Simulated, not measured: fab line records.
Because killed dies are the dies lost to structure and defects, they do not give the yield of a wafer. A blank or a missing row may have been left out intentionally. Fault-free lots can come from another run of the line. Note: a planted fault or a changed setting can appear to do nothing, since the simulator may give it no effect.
Which tool did it? || flow sfq line || 42 wafers from 14 lots sampled at 4 of the route's 325 steps

## WHAT THE GAUGES READ, wafer by wafer
SFQ_M0_RS_MEAS_904: measures by four-point-probe. Usual: for M0_NB_RS the level is 0.896 ohm/sq and the standard deviation is 0.0085.
{"lot": "L585", "measured": "day 6 03:09", "on": "film metro-03", "M0_NB_RS (ohm/sq)": "0.896 0.894 0.892", "flag": ""}
{"lot": "L586", "measured": "day 6 13:19", "on": "film metro-02", "M0_NB_RS (ohm/sq)": "0.899 0.897 0.900", "flag": ""}
{"lot": "L587", "measured": "day 6 23:48", "on": "film metro-03", "M0_NB_RS (ohm/sq)": "0.897 0.906 0.914", "flag": ""}
{"lot": "L589", "measured": "day 7 17:47", "on": "film metro-03", "M0_NB_RS (ohm/sq)": "0.901 0.897 0.898", "flag": ""}
{"lot": "L591", "measured": "day 8 17:08", "on": "film metro-02", "M0_NB_RS (ohm/sq)": "0.877 0.887 0.878", "flag": ""}
{"lot": "L593", "measured": "day 9 14:44", "on": "film metro-03", "M0_NB_RS (ohm/sq)": "0.888 0.897 0.890", "flag": ""}
{"lot": "L597", "measured": "day 11 12:05", "on": "film metro-02", "M0_NB_RS (ohm/sq)": "0.895 0.893 0.896", "flag": ""}
{"lot": "L598", "measured": "day 11 13:19", "on": "film metro-02", "M0_NB_RS (ohm/sq)": "0.882 0.891 0.877", "flag": ""}
{"lot": "L599", "measured": "day 11 14:31", "on": "film metro-04", "M0_NB_RS (ohm/sq)": "0.892 0.889 0.887", "flag": ""}
{"lot": "L600", "measured": "day 11 16:55", "on": "film metro-02", "M0_NB_RS (ohm/sq)": "0.910 0.909 0.915", "flag": ""}
{"lot": "L604", "measured": "day 11 21:43", "on": "film metro-03", "M0_NB_RS (ohm/sq)": "0.893 0.892 0.888", "flag": ""}
{"lot": "L606", "measured": "day 12 00:14", "on": "film metro-04", "M0_NB_RS (ohm/sq)": "0.898 0.897 0.897", "flag": ""}
{"lot": "L607", "measured": "day 12 01:20", "on": "film metro-04", "M0_NB_RS (ohm/sq)": "0.898 0.890 0.899", "flag": ""}
{"lot": "L608", "measured": "day 12 02:33", "on": "film metro-03", "M0_NB_RS (ohm/sq)": "0.889 0.893 0.887", "flag": ""}

SFQ_I3_BOW_MEAS_922. Usual: for I3_BOW the level is 0 um and the standard deviation is 9.2.
{"lot": "L585", "measured": "day 27 17:24", "on": "film metro-04", "I3_BOW (um)": "9 13 2", "flag": ""}
{"lot": "L586", "measured": "day 28 03:01", "on": "film metro-01", "I3_BOW (um)": "-1 -17 -7", "flag": ""}
{"lot": "L587", "measured": "day 32 19:43", "on": "film metro-01", "I3_BOW (um)": "-4 4 0", "flag": ""}
{"lot": "L589", "measured": "day 36 14:17", "on": "film metro-03", "I3_BOW (um)": "-4 7 -5", "flag": ""}
{"lot": "L591", "measured": "day 37 08:30", "on": "film metro-04", "I3_BOW (um)": "-14 -15 -11", "flag": ""}
{"lot": "L593", "measured": "day 39 03:58", "on": "film metro-01", "I3_BOW (um)": "-1 18 18", "flag": ""}
{"lot": "L597", "measured": "day 41 22:02", "on": "film metro-04", "I3_BOW (um)": "0 7 3", "flag": ""}
{"lot": "L598", "measured": "day 47 12:31", "on": "film metro-03", "I3_BOW (um)": "-12 -12 -2", "flag": ""}
{"lot": "L599", "measured": "day 47 15:31", "on": "film metro-04", "I3_BOW (um)": "15 1 -3", "flag": ""}
{"lot": "L600", "measured": "day 47 18:31", "on": "film metro-04", "I3_BOW (um)": "21 20 16", "flag": ""}
{"lot": "L604", "measured": "day 48 04:13", "on": "film metro-04", "I3_BOW (um)": "-9 6 -9", "flag": ""}
{"lot": "L606", "measured": "day 48 10:11", "on": "film metro-03", "I3_BOW (um)": "0 -4 3", "flag": ""}
{"lot": "L607", "measured": "day 48 12:02", "on": "film metro-04", "I3_BOW (um)": "24 10 -2", "flag": ""}
{"lot": "L608", "measured": "day 48 15:03", "on": "film metro-04", "I3_BOW (um)": "-2 2 4", "flag": ""}

## EACH LOT AND THE TOOL THAT RAN IT (in order: tool; ch and the chambers of the sampled wafers; start)
{"lot": "L585", "SFQ_TRILAYER_I0_VIA_STRIP_STRIP_035": "rie metal-04 ch 0,1, day 10 11:04", "SFQ_TRILAYER_I2_VIA_BARC_OPEN_VIA_ETCH_096": "rie diel-02 ch 0,2, day 20 16:22"}
{"lot": "L586", "SFQ_TRILAYER_I0_VIA_STRIP_STRIP_035": "rie metal-04 ch 0,1, day 11 00:11", "SFQ_TRILAYER_I2_VIA_BARC_OPEN_VIA_ETCH_096": "rie diel-03 ch 0,1,2, day 20 22:22"}
{"lot": "L587", "SFQ_TRILAYER_I0_VIA_STRIP_STRIP_035": "rie metal-03 ch 0,1, day 15 20:59", "SFQ_TRILAYER_I2_VIA_BARC_OPEN_VIA_ETCH_096": "rie diel-03 ch 1,2, day 26 05:42"}
{"lot": "L589", "SFQ_TRILAYER_I0_VIA_STRIP_STRIP_035": "rie metal-04 ch 0,1, day 17 02:20", "SFQ_TRILAYER_I2_VIA_BARC_OPEN_VIA_ETCH_096": "rie diel-02 ch 1,2, day 30 01:25"}
{"lot": "L591", "SFQ_TRILAYER_I0_VIA_STRIP_STRIP_035": "rie metal-04 ch 0,1, day 17 21:32", "SFQ_TRILAYER_I2_VIA_BARC_OPEN_VIA_ETCH_096": "rie diel-03 ch 1,3, day 31 04:19"}
{"lot": "L593", "SFQ_TRILAYER_I0_VIA_STRIP_STRIP_035": "rie metal-03 ch 0,1, day 18 20:20", "SFQ_TRILAYER_I2_VIA_BARC_OPEN_VIA_ETCH_096": "rie diel-01 ch 0,1,2, day 38 05:36"}
{"lot": "L597", "SFQ_TRILAYER_I0_VIA_STRIP_STRIP_035": "rie metal-03 ch 0,1, day 20 20:08", "SFQ_TRILAYER_I2_VIA_BARC_OPEN_VIA_ETCH_096": "rie diel-02 ch 0,1,2, day 41 00:24"}
{"lot": "L598", "SFQ_TRILAYER_I0_VIA_STRIP_STRIP_035": "rie metal-01 ch 0,1, day 21 04:32", "SFQ_TRILAYER_I2_VIA_BARC_OPEN_VIA_ETCH_096": "rie diel-03 ch 0,1,3, day 41 05:12"}
{"lot": "L599", "SFQ_TRILAYER_I0_VIA_STRIP_STRIP_035": "rie metal-03 ch 0,1, day 21 10:32", "SFQ_TRILAYER_I2_VIA_BARC_OPEN_VIA_ETCH_096": "rie diel-01 ch 0,1,2, day 41 07:36"}
{"lot": "L600", "SFQ_TRILAYER_I0_VIA_STRIP_STRIP_035": "rie metal-04 ch 0,1, day 21 14:08", "SFQ_TRILAYER_I2_VIA_BARC_OPEN_VIA_ETCH_096": "rie diel-02 ch 0,1,2, day 41 10:00"}
{"lot": "L604", "SFQ_TRILAYER_I0_VIA_STRIP_STRIP_035": "rie metal-01 ch 0,1, day 22 00:56", "SFQ_TRILAYER_I2_VIA_BARC_OPEN_VIA_ETCH_096": "rie diel-02 ch 0,2,3, day 47 00:09"}
{"lot": "L606", "SFQ_TRILAYER_I0_VIA_STRIP_STRIP_035": "rie metal-01 ch 0,1, day 22 09:20", "SFQ_TRILAYER_I2_VIA_BARC_OPEN_VIA_ETCH_096": "rie diel-02 ch 0,2,3, day 47 06:09"}
{"lot": "L607", "SFQ_TRILAYER_I0_VIA_STRIP_STRIP_035": "rie metal-04 ch 0,1, day 22 10:44", "SFQ_TRILAYER_I2_VIA_BARC_OPEN_VIA_ETCH_096": "rie diel-01 ch 0,3, day 47 08:33"}
{"lot": "L608", "SFQ_TRILAYER_I0_VIA_STRIP_STRIP_035": "rie metal-03 ch 0,1, day 22 13:15", "SFQ_TRILAYER_I2_VIA_BARC_OPEN_VIA_ETCH_096": "rie diel-01 ch 0,3, day 47 13:21"}
- SFQ_TRILAYER_I0_VIA_STRIP_STRIP_035: strips in O2.
- SFQ_TRILAYER_I2_VIA_BARC_OPEN_VIA_ETCH_096: etches BARC in O2, target depth 125 nm, time 41.7 s.

## AS READ BY THE TOOLS THEMSELVES (means over the sampled wafers that have a number; for cases with no such wafer, the mark the record gives instead)
SFQ_TRILAYER_I0_VIA_STRIP_STRIP_035. Usual: drypump motor current A 5.7 A, standard deviation 0.63; oes product au 1.000 a.u., standard deviation 0.0066.
{"lot": "L585", "tool": "rie metal-04", "drypump motor current A (A)": 5.5, "oes product au (a.u.)": 0.995, "flag": ""}
{"lot": "L586", "tool": "rie metal-04", "drypump motor current A (A)": 5.1, "oes product au (a.u.)": 1.002, "flag": ""}
{"lot": "L587", "tool": "rie metal-03", "drypump motor current A (A)": 6.3, "oes product au (a.u.)": 0.997, "flag": ""}
{"lot": "L589", "tool": "rie metal-04", "drypump motor current A (A)": 5.5, "oes product au (a.u.)": 1.006, "flag": ""}
{"lot": "L591", "tool": "rie metal-04", "drypump motor current A (A)": 5.1, "oes product au (a.u.)": 0.995, "flag": ""}
{"lot": "L593", "tool": "rie metal-03", "drypump motor current A (A)": 6.4, "oes product au (a.u.)": 0.997, "flag": ""}
{"lot": "L597", "tool": "rie metal-03", "drypump motor current A (A)": 6.4, "oes product au (a.u.)": 1.004, "flag": ""}
{"lot": "L598", "tool": "rie metal-01", "drypump motor current A (A)": 5.9, "oes product au (a.u.)": 1.002, "flag": ""}
{"lot": "L599", "tool": "rie metal-03", "drypump motor current A (A)": 6.3, "oes product au (a.u.)": 0.997, "flag": ""}
{"lot": "L600", "tool": "rie metal-04", "drypump motor current A (A)": 5.1, "oes product au (a.u.)": 1.002, "flag": ""}
{"lot": "L604", "tool": "rie metal-01", "drypump motor current A (A)": 5.6, "oes product au (a.u.)": 1.004, "flag": ""}
{"lot": "L606", "tool": "rie metal-01", "drypump motor current A (A)": 5.9, "oes product au (a.u.)": 1.010, "flag": ""}
{"lot": "L607", "tool": "rie metal-04", "drypump motor current A (A)": 5.1, "oes product au (a.u.)": 1.002, "flag": ""}
{"lot": "L608", "tool": "rie metal-03", "drypump motor current A (A)": 6.4, "oes product au (a.u.)": 0.994, "flag": ""}

SFQ_TRILAYER_I2_VIA_BARC_OPEN_VIA_ETCH_096. Usual: bias w 80.02 W, standard deviation 0.26; chamber pressure mTorr 30.00 mTorr, standard deviation 0.03; drypump motor current A 5.9 A, standard deviation 0.47; oes product au 0.685 a.u., standard deviation 0.0044.
{"lot": "L585", "tool": "rie diel-02", "bias w (W)": 80.12, "chamber pressure mTorr (mTorr)": 29.98, "drypump motor current A (A)": 5.6, "oes product au (a.u.)": 0.689, "flag": ""}
{"lot": "L586", "tool": "rie diel-03", "bias w (W)": 80.08, "chamber pressure mTorr (mTorr)": 29.99, "drypump motor current A (A)": 6.0, "oes product au (a.u.)": 0.684, "flag": ""}
{"lot": "L587", "tool": "rie diel-03", "bias w (W)": 79.99, "chamber pressure mTorr (mTorr)": 30.01, "drypump motor current A (A)": 5.9, "oes product au (a.u.)": 0.688, "flag": ""}
{"lot": "L589", "tool": "rie diel-02", "bias w (W)": 79.96, "chamber pressure mTorr (mTorr)": 29.98, "drypump motor current A (A)": 5.5, "oes product au (a.u.)": 0.684, "flag": ""}
{"lot": "L591", "tool": "rie diel-03", "bias w (W)": 79.68, "chamber pressure mTorr (mTorr)": 29.99, "drypump motor current A (A)": 6.3, "oes product au (a.u.)": 0.683, "flag": ""}
{"lot": "L593", "tool": "rie diel-01", "bias w (W)": 80.04, "chamber pressure mTorr (mTorr)": 30.02, "drypump motor current A (A)": 6.2, "oes product au (a.u.)": 0.688, "flag": ""}
{"lot": "L597", "tool": "rie diel-02", "bias w (W)": 80.13, "chamber pressure mTorr (mTorr)": 31.98, "drypump motor current A (A)": 5.8, "oes product au (a.u.)": 0.681, "flag": "OFF"}
{"lot": "L598", "tool": "rie diel-03", "bias w (W)": 80.08, "chamber pressure mTorr (mTorr)": 30.00, "drypump motor current A (A)": 6.2, "oes product au (a.u.)": 0.688, "flag": ""}
{"lot": "L599", "tool": "rie diel-01", "bias w (W)": 80.24, "chamber pressure mTorr (mTorr)": 29.99, "drypump motor current A (A)": 6.2, "oes product au (a.u.)": 0.682, "flag": ""}
{"lot": "L600", "tool": "rie diel-02", "bias w (W)": 80.12, "chamber pressure mTorr (mTorr)": 32.00, "drypump motor current A (A)": 5.8, "oes product au (a.u.)": 0.683, "flag": "OFF"}
{"lot": "L604", "tool": "rie diel-02", "bias w (W)": 80.35, "chamber pressure mTorr (mTorr)": 30.02, "drypump motor current A (A)": 5.5, "oes product au (a.u.)": 0.685, "flag": ""}
{"lot": "L606", "tool": "rie diel-02", "bias w (W)": 80.19, "chamber pressure mTorr (mTorr)": 30.01, "drypump motor current A (A)": 5.5, "oes product au (a.u.)": 0.683, "flag": ""}
{"lot": "L607", "tool": "rie diel-01", "bias w (W)": 80.09, "chamber pressure mTorr (mTorr)": 30.00, "drypump motor current A (A)": 6.1, "oes product au (a.u.)": 0.685, "flag": ""}
{"lot": "L608", "tool": "rie diel-01", "bias w (W)": 80.01, "chamber pressure mTorr (mTorr)": 30.00, "drypump motor current A (A)": 6.5, "oes product au (a.u.)": 0.683, "flag": ""}

## THE ANSWER, worked out from the rows above alone
Rule: a lot is off if the mean of its wafers that have a number lies more than 3 standard deviations from the usual mean. Also off: a lot with no number at a reading for which 4 or more lots have one. All remaining lots with rows at the step are treated as sound. After the gauges, taken in route order, come the tools' own readings; for these a lot's mean is taken, as printed above. At the first step where some lot is off, the reading lying furthest off is the one used; lots without a number count as furthest.
Off at SFQ_TRILAYER_I2_VIA_BARC_OPEN_VIA_ETCH_096 (chamber pressure mTorr): L597, L600.
If a tool, at that step or one of the process steps before it, ran each lot that is off and ran no sound lot following the first of them, it fits. No candidate that was tried fits.

## WHAT HAD BEEN PUT IN BY THE SIMULATOR
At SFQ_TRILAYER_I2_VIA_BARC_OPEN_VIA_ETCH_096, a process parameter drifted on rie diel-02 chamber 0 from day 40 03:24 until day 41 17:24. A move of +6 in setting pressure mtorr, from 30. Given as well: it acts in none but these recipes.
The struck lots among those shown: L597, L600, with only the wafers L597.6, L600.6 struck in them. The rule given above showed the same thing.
